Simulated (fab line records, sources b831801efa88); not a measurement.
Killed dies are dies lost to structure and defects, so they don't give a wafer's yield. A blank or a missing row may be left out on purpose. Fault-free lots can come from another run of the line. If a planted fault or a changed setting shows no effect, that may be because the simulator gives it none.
Problem report in the 8D (eight disciplines) form, filled by code + flow sky130 + the parts of the form that need people (team, actions taken, sign-off) are left out

== 1. WHAT IS WRONG ==
Wafers free of any fault read 68.61 ohm/sq (standard deviation 0.11) for SD_N_RS at SKY_SD_N_RS_MEAS_16, against a mean of 71.31 ohm/sq on 6 wafers of 2 lots. That puts it +25 standard deviations away from the usual mean.
The step: measures by four-point-probe.
Seen first at day 32 15:11 on film_metro-02, wafer L465.2. The record has a number at this step for 33 wafers belonging to 11 lots. The rule behind "out" and "out of limits": a value lying over 4 standard deviations away from the usual mean. All remaining wafers that have a number are taken as sound.

== 2. WHAT IT IS, AND WHAT IT ISN'T ==
| question                    | is                           | is not                                                                          |
|-----------------------------|------------------------------|---------------------------------------------------------------------------------|
| which readings at this step | SD_N_RS                      | -                                                                               |
| which lots                  | L465, L467                   | L452, L453, L454, L459, L461, L464, L466, L472, L474                            |
| which wafers of those lots  | all that have a number       | -                                                                               |
| read on which gauges        | film_metro-02, film_metro-04 | film_metro-03                                                                   |
| when                        | from day 32 15:11            | up to then (18 sound wafers); but 9 sound wafers of L466, L472, L474 came after |

== 3. SUSPECTS, AND WHAT RULES EACH OUT ==
Counting: a tool at any process step up to the reading remains a suspect when it ran all the lots that are out and ran no sound lot after the first of those.
- ruled out: the gauge at SKY_SD_N_RS_MEAS_16. 2 gauges (film_metro-02, film_metro-04) read the wafers that are out.
- rtp_anneal-01 at SKY_SD_N_RTA_14 (time 2 s): kept. All lots that are out passed through it, beginning with L465 at day 32 15:00, and no sound lot followed; its final sound lot before that point was L461 at day 31 02:30. Its own readings are out on those wafers: wafer_temp_C_max.
Left after counting: rtp_anneal-01 at SKY_SD_N_RTA_14.

== 4. THE CAUSE (what the simulator had put in) ==
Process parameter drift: rtp_anneal-01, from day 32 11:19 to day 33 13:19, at SKY_SD_N_RTA_14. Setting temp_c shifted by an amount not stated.
After counting, this tool was the only one left.

== 5. SEQUENCE OF EFFECTS, ordered by route ==
One row per reading whose mean, taken over the struck wafers that have a number, lies over 3 standard deviations from the usual. Only readings whose record carries a usual standard deviation are examined. hours: median over the lots of the time between each lot's start at the first step of this table that gives one and its start at this step. sigmas: the change, counted in usual standard deviations.
| hours | step                | reading          | usual        | on struck wafers | change | sigmas |
|-------|---------------------|------------------|--------------|------------------|--------|--------|
| 0     | SKY_SD_N_RTA_14     | lamp_power_pct   | 15.74 %      | 15.43            | -0.31  | -6.0   |
| 0     | SKY_SD_N_RTA_14     | wafer_temp_C_max | 1078.1       | 1060.3           | -17.8  | -13    |
| 0     | SKY_SD_N_RS_MEAS_16 | SD_N_RS          | 68.61 ohm/sq | 71.31            | +2.70  | +25    |
| 0     | SKY_SD_N_RS_MEAS_17 | SD_P_RS          | 147.2 ohm/sq | 162.7            | +15.5  | +47    |
Process steps it contains:
- SKY_SD_N_RTA_14: time 2 s.
At these later measuring or inspecting steps, every struck wafer for which the step has a row has a number for every such reading, and none has moved that far: SKY_CONTACT_BOW_MEAS_05, SKY_METAL1_CD_MEAS_15.

== 6. HOW IT WOULD HAVE BEEN CAUGHT EARLIER ==
4 hours passed between the start of the fault at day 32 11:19 and the first reading out of limits at a measuring or inspecting step in this record, taken at day 32 15:11.
At SKY_SD_N_RTA_14, the tool's own readings (wafer_temp_C_max) were out on each struck wafer the step has a row for, so an alarm limit on them would have fired on the first such wafer.
Of the lots that are out (2), L467 began SKY_SD_N_RTA_14 on rtp_anneal-01 after day 32 15:11. A hold on the tool at that time would have spared it.
